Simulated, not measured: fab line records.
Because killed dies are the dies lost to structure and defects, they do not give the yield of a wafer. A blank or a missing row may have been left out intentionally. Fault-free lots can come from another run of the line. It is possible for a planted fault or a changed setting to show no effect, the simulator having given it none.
Comparing a struck lot with a sound one -- flow sky130 -- 15 steps out of a route of 708
Sound: the wafers L417.1, L417.4, L417.5. Struck: wafers L425.4, L425.5 (left out: L425.6, a lot-mate that was not struck); the cause follows at the end.
Per side, at each step with rows, come the tool, then ch with its chambers, and then its first start. Under that, the readings that differ: sound wafers -- struck wafers -- difference of the means -- sigmas: that difference in standard deviations of wafers without a fault.
alike: words and numbers the same on both sides, and readings whose means are apart by under 2 such deviations; not compared: readings that were withheld, readings missing a value for some wafer, numbers with overlapping values and no deviation given by the record, and bounds like >300 which may hide the same value.
The two part at a step that has a row with sigmas, a row that says differs or no value, or rows on one side only. When numbers do not overlap yet have no deviation, they are printed without sigmas and do not part them. Lack of a reading on every wafer of one side parts them only where that side has two or more wafers.

first, 4 steps without rows for these wafers: SKY_VIA4_STRIP_13 (strips in O2/N2); SKY_VIA4_STRIP_14 (strips in post etch residue remover, time 1200 s); SKY_VIA4_CLEAN_15 (cleans in IPA, time 180 s); SKY_VIA4_CLEAN_16 (cleans in O3/DIW).
SKY_VIA4_SPUTTER_17: material TiN, target thk 20 nm, time 80 s.
  sound on pvd-sputter-04, day 42 19:09; struck on pvd-sputter-03, day 45 15:54
reading,sound,struck,difference,sigmas
cathode-dc-power-W (W),3999.6 4000.1 3999.7,4001.3 4001.5,+1.6,+2
  alike: throttle-valve-pct
then, 1 step without rows for these wafers: SKY_VIA4_CVD_18 (deposits W, target thk 505 nm, time 152.14 s).
SKY_VIA4_RS_MEAS_19: a four-point-probe measurement.
  sound on film-metro-04, day 42 19:22; struck on film-metro-03, day 45 16:10
  alike: VIA4_W_RS
SKY_VIA4_THK_MEAS_20: measures by xrf.
  sound on film-metro-04, day 42 19:29; struck on film-metro-03, day 45 16:16
  alike: VIA4_W_THK
SKY_VIA4_CMP_21: polishes, stops on SiO2, t overpolish 25 s, target thk 0 nm.
  sound on cmp-02 ch 0,1,2, day 42 19:38; struck on cmp-02 ch 1, day 45 16:20
  alike: motor-current-A, overpolish-run-s, slurry-flow-ml-min, time-to-endpoint-s
then, 1 step without rows for these wafers: SKY_METAL5_SPUTTER_00 (material Ti, target thk 15 nm, time 10 s).
SKY_METAL5_SPUTTER_01: material TiN, target thk 20 nm, time 16.7 s.
  sound on pvd-sputter-01, day 42 19:52; struck on pvd-sputter-02, day 45 16:37
  alike: cathode-dc-power-W, throttle-valve-pct
SKY_METAL5_SPUTTER_02: material AlCu, target thk 1150 nm, time 61.2 s.
  sound on pvd-sputter-01, day 42 19:53; struck on pvd-sputter-02, day 45 16:38
  alike: cathode-dc-power-W, throttle-valve-pct
SKY_METAL5_SPUTTER_03: material Ti, target thk 5 nm, time 3.3 s.
  sound on pvd-sputter-01, day 42 19:56; struck on pvd-sputter-02, day 45 16:41
reading,sound,struck,difference,sigmas
cathode-dc-power-W (W),3000.2 3000.8 2999.1,2880.0 2880.7,-119.7,-99 or more
  alike: throttle-valve-pct
SKY_METAL5_SPUTTER_04: material TiN, target thk 70 nm, time 58.3 s.
  sound on pvd-sputter-01, day 42 19:58; struck on pvd-sputter-02, day 45 16:43
  alike: cathode-dc-power-W, throttle-valve-pct
-- the record jumps here: 3 days lie between the struck wafers' starts before and after (it left off in module METAL5 and takes up again in module PAD_OPEN, whose first step shown is number 708 of the route) --
SKY_PAD_OPEN_PROBE_99:
  sound on prober-02, day 45 16:25; struck on prober-01, day 48 09:18
reading,sound,struck,difference,sigmas
killed-at-contacts,31 19 24,10 16,-12,-2
killed-short,47 47 50,37 33,-13,-2
  alike: defect-limited-yield, killed_at_M0_to_M3, killed_at_M4_up, killed-at-front-end, killed-at-other, killed-dies, killed-open, sort_bin_3_pad_short, sort_bin_5_function, sort_bin_6_memory, sort-n-pass, sort-yield-pct

WHERE THEY PART
First at SKY_VIA4_SPUTTER_17; last, within this record, at SKY_PAD_OPEN_PROBE_99.

WHY: the cause the simulator had injected
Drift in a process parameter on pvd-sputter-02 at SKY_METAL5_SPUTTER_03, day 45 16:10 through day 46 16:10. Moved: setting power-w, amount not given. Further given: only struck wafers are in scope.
